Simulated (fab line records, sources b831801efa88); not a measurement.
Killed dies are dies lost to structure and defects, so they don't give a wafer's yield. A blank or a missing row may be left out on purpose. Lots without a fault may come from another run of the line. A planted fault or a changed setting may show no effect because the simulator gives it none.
Which tool did it? | flow sky130 | 6 lots, 18 wafers sampled, at 5 steps of a route of 708

WHAT THE GAUGES READ, wafer by wafer
SKY_CONTACT_THK_MEAS_03.
lot  | measured     | on            | CONTACT_HDPCVD_THK (nm)
L207 | day 31 10:29 | film_metro-03 | 574 582 565
L210 | day 31 19:23 | film_metro-01 | 572 569 563
L214 | day 33 09:49 | film_metro-03 | 575 569 567
L217 | day 34 00:56 | film_metro-01 | 563 558 561
L222 | day 35 11:37 | film_metro-02 | 561 561 557
L229 | day 37 20:12 | film_metro-01 | 549 561 567

WHICH TOOL RAN EACH LOT (tool, then ch and the chambers of the sampled wafers, then the start)
lot  | SKY_FIELD_ISO_COAT_08            | SKY_FIELD_ISO_STRIP_16              | SKY_LI_CONTACT_SPUTTER_19    | SKY_LOCAL_INTERCONNECT_STRIP_15
L207 | litho_track-01 ch 0, day 2 12:00 | plasma_asher-03 ch 0,1, day 2 21:10 | pvd_sputter-01, day 30 05:16 | plasma_asher-04 ch 0,1, day 31 09:43
L210 | litho_track-02 ch 0, day 2 19:00 | plasma_asher-02 ch 0,1, day 3 04:46 | pvd_sputter-04, day 30 14:57 | plasma_asher-03 ch 0,1, day 31 18:37
L214 | litho_track-04 ch 0, day 3 16:00 | plasma_asher-03 ch 0,1, day 4 00:32 | pvd_sputter-04, day 32 04:40 | plasma_asher-02 ch 0,1, day 33 09:00
L217 | litho_track-04 ch 0, day 4 06:00 | plasma_asher-02 ch 0,1, day 4 15:06 | pvd_sputter-01, day 32 20:25 | plasma_asher-04 ch 1, day 33 23:46
L222 | litho_track-02 ch 0, day 5 07:00 | plasma_asher-02 ch 0,1, day 5 16:50 | pvd_sputter-01, day 34 08:40 | plasma_asher-03 ch 0,1, day 35 10:51
L229 | litho_track-01 ch 0, day 6 21:00 | plasma_asher-02 ch 0,1, day 7 07:42 | pvd_sputter-03, day 36 17:49 | plasma_asher-03 ch 0,1, day 37 19:27
- SKY_FIELD_ISO_COAT_08: resist thk 450 nm.
- SKY_FIELD_ISO_STRIP_16: strips in O2/N2.
- SKY_LI_CONTACT_SPUTTER_19: material Ti, target thk 20 nm, time 106.37 s.
- SKY_LOCAL_INTERCONNECT_STRIP_15: strips in O2/N2.

THE ANSWER, worked out from the rows above alone
Rule: what is usual is taken from the lots themselves. Put in order of their means at a reading, lots are off if they are a third of the lots or fewer, leave a main group of 4 or more, and stand apart from it by a gap of 3 or more times the standard deviation of the main group's means; of several such gaps the widest counts. A main group whose means are all the same, to the digits that the tables above print for the reading, isn't used. A lot without any number at a reading at which 4 lots or more have one is off too. The other lots that the step has rows for count as sound.
No lot is off at any reading shown: from this, nothing can be told.

WHAT THE SIMULATOR HAD PUT IN
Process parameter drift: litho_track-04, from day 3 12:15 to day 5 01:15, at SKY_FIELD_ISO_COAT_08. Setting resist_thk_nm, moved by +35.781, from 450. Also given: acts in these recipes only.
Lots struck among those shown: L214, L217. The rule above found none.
